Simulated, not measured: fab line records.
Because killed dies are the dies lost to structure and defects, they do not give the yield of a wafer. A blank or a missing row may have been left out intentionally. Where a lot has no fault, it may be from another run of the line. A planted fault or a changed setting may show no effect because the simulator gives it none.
Matching of chambers ; flow sfq-line ; SFQ_TRILAYER_I4_CMP_CMP_100 on cmp-01 has 4 sister chambers
The step polishes SiO2. 16 wafers are shown with their chamber, then 8 later ones without.

## WAFERS PAIRED WITH THEIR CHAMBERS
wafer;chamber;motor-current-A (A);slurry-filter-dp-kPa (kPa);time-to-endpoint-s (s)
L385.2;0;10.8;13.68;223
L385.4;3;10.0;13.43;219
L385.6;3;9.2;13.38;219
L386.1;0;10.2;13.67;203
L386.2;2;10.0;13.43;212
L386.4;3;9.6;13.29;202
L390.1;0;10.4;13.73;212
L390.3;2;10.2;13.57;222
L390.5;0;11.0;13.41;219
L400.2;1;10.2;13.39;230
L401.2;2;10.2;13.55;209
L401.6;2;10.3;13.58;218
L403.4;2;9.8;13.63;221
L403.3;0;11.1;13.50;210
L403.6;2;10.1;13.36;211
L404.1;2;10.5;13.52;221

SIGNATURES (averages over the wafers above)
reading;chamber 0;chamber 1;chamber 2;chamber 3;scatter within a chamber
motor-current-A;10.700;10.200;10.157;9.600;0.318
slurry-filter-dp-kPa;13.5980;13.3900;13.5200;13.3667;0.107
time-to-endpoint-s;213.40;230.00;216.29;213.33;7.17
Rule: distance of a wafer from a chamber = root of the sum over the readings of ((wafer's reading minus chamber's mean) / reading's scatter) squared. If the next closest chamber is less than 2 further off than the closest, the wafer can't be placed; otherwise it belongs to the closest. The scatter is the square root of a quotient: the sum, over the shown wafers, of each reading's squared deviation from its chamber's mean, divided by wafers minus chambers.

## WAFERS MISSING THEIR CHAMBER
wafer;motor-current-A (A);slurry-filter-dp-kPa (kPa);time-to-endpoint-s (s)
L404.2;10.0;13.50;240
L404.5;9.9;13.59;242
L405.1;10.7;13.59;224
L405.2;9.8;13.57;238
L405.3;10.7;13.53;224
L407.3;10.2;13.42;216
L407.2;10.3;13.56;214
L407.6;10.0;13.42;237

## WHICH CHAMBER EACH WENT THROUGH
wafer;from the rows above;in truth
L404.2;can't be placed: 1 or 2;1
L404.5;can't be placed: 1 or 2 or 3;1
L405.1;can't be placed: 0 or 2 or 1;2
L405.2;can't be placed: 1 or 2 or 3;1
L405.3;can't be placed: 0 or 2 or 1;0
L407.3;can't be placed: 2 or 1 or 3 or 0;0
L407.2;can't be placed: 2 or 0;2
L407.6;can't be placed: 1 or 2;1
Correctly placed: 0 of 8. Can't be placed from these rows: 8 (the true chamber is among the candidates in 8). Number placed wrongly: 0.
